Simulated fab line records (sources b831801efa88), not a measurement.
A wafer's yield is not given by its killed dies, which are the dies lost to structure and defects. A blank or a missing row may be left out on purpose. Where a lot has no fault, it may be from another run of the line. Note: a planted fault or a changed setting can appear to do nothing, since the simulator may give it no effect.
Which tool did it? -- flow sky130 -- 30 wafers sampled from 10 lots at 1 step of a route of 708

## WHAT EACH GAUGE READ, for each wafer
SKY_METAL2_OVL_MEAS_16. Usual: METAL2_OVL 1 nm, standard deviation 4.3.
lot,measured,on,METAL2_OVL (nm),flag
L705,day 35 19:46,overlay-02,-5 -2 2,
L707,day 36 03:07,overlay-01,2 -9 3,
L709,day 36 19:46,overlay-02,2 1 3,
L711,day 37 16:31,overlay-01,4 -10 2,
L716,day 39 02:09,overlay-02,-8 -8 -8,
L718,day 39 10:31,overlay-02,1 2 8,
L720,day 40 07:16,overlay-01,2 -1 7,
L724,day 41 06:16,overlay-02,7 -1 7,
L726,day 41 18:04,overlay-02,-5 -1 -2,
L727,day 41 22:44,overlay-01,-1 6 8,

## TOOL THAT RAN EACH LOT (tool first, then ch and the chambers of the sampled wafers, then the start)
Record: no process step prior to these readings.

## WHAT THE TOOLS THEMSELVES READ (means of the sampled wafers that have a number; where no wafer has one, the mark that the record gives instead)
The record holds no such reading with a usual standard deviation.

## THE ANSWER, worked out from the rows above alone
Rule: take the mean of a lot's wafers that have a number; if it is more than 3 standard deviations from the usual mean, the lot is off. A lot without any number at a reading at which 4 lots or more have one is off too. Where the step has rows for the other lots, those lots are counted as sound. After the gauges, taken in route order, come the tools' own readings; for these a lot's mean is taken, as printed above. The first step at which some lot is off is used, and at that step the reading that is off furthest; a lot without a number counts as furthest.
No lot is off at any reading shown: from this, nothing can be told.

## WHAT THE SIMULATOR PUT IN
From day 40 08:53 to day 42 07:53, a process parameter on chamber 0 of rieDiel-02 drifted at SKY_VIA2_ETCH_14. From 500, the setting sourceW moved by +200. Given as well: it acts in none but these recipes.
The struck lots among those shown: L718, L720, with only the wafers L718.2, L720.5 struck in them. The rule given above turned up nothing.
